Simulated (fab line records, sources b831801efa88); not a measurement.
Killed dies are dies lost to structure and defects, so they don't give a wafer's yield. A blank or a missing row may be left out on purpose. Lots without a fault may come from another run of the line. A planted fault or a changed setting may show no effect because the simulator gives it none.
Split-lot experiment | flow gf180mcu | 5 lots, 23 wafers read, on a route of 602 steps

THE SPLIT
At GF_DNWELL_IMPLANT_07, the setting dose_cm2 was moved away from the recipe's 1e+13 on 9 of the 23 wafers read, by -4.0% to +6.6%. The other wafers ran this setting at the recipe's value.

FROM THE SPLIT TO THE READING: what the file shows between them, 1 step
- GF_DNWELL_STRIP_08: strips in O2/N2

THE READING
DNWELL_TW, at GF_DNWELL_TW_MEAS_09. Fault-free wafers of this fab line usually give 1359, standard deviation 7.9.

wafer  | tool, chamber at the split | dose_cm2 as run | against the recipe | DNWELL_TW | against lot-mates on the recipe
L076.1 | implanter-01, 0            | 1e+13           | recipe             | 1343      | -
L076.2 | implanter-01, 0            | 1.066e+13       | +6.6%              | 1370      | +27
L076.3 | implanter-01, 0            | 1e+13           | recipe             | 1342      | -
L076.4 | implanter-01, 0            | 1.066e+13       | +6.6%              | 1371      | +28
L076.6 | implanter-01, 0            | 1e+13           | recipe             | 1343      | -
L079.2 | implanter-03, 0            | 1e+13           | recipe             | 1360      | -
L079.4 | implanter-03, 0            | 1e+13           | recipe             | 1358      | -
L079.5 | implanter-03, 0            | 1e+13           | recipe             | 1361      | -
L081.1 | implanter-02, 0            | 1e+13           | recipe             | 1359      | -
L081.2 | implanter-02, 0            | 9.604e+12       | -4.0%              | 1337      | -20
L081.3 | implanter-02, 0            | 9.604e+12       | -4.0%              | 1340      | -16
L081.4 | implanter-02, 0            | 1e+13           | recipe             | 1354      | -
L081.6 | implanter-02, 0            | 9.604e+12       | -4.0%              | 1346      | -10
L080.1 | implanter-01, 0            | 1.042e+13       | +4.2%              | 1379      | +21
L080.2 | implanter-01, 0            | 1e+13           | recipe             | 1354      | -
L080.3 | implanter-01, 0            | 1e+13           | recipe             | 1362      | -
L080.5 | implanter-01, 0            | 1e+13           | recipe             | 1357      | -
L080.6 | implanter-01, 0            | 1.042e+13       | +4.2%              | 1379      | +21
L083.1 | implanter-03, 0            | 1e+13           | recipe             | 1370      | -
L083.2 | implanter-03, 0            | 1e+13           | recipe             | 1363      | -
L083.4 | implanter-03, 0            | 1e+13           | recipe             | 1363      | -
L083.5 | implanter-03, 0            | 1.037e+13       | +3.7%              | 1383      | +18
L083.6 | implanter-03, 0            | 1.037e+13       | +3.7%              | 1381      | +16

THE FIT
A straight line over all 23 wafers: DNWELL_TW changes by +3.75 for each +1% of dose_cm2; r = +0.79; the points scatter about the line by 8.6.
The same after taking each lot's own level away (the mean of its wafers on the recipe; 23 wafers): +4.3 for each +1%; r = +0.98; scatter 2.7.
On that fit, the largest move of dose_cm2 shifts the reading by 28.
The lots' own levels span 1342.7 to 1365.3, that is 2.9 times the standard deviation above.
So the lot-to-lot level blurs the effect unless lot-mates are compared.
Check: with one of the wafers moved furthest among these (+6.6%) left out of the fit, the line predicts +29.3 for it against its lot-mates. It came out at +27.3 against them.

OTHER SPLITS ON THESE WAFERS
These wafers also went through other splits before the reading. Each is held against what the fit with the lots' levels taken away leaves over:
other split on the same wafers | wafers away from the commonest value | r with DNWELL_TW (lot level and that fit taken away)
GF_STI_OXIDATION_01 ox_time_s  | 15                                   | +0.19
GF_STI_WET_ETCH_17 time_s      | 10                                   | -0.12
GF_STI_WET_ETCH_26 time_s      | 18                                   | -0.04

THE FILE'S OWN FIT
DNWELL_TW changes by +4.38 for each +1% of dose_cm2, r = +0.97.
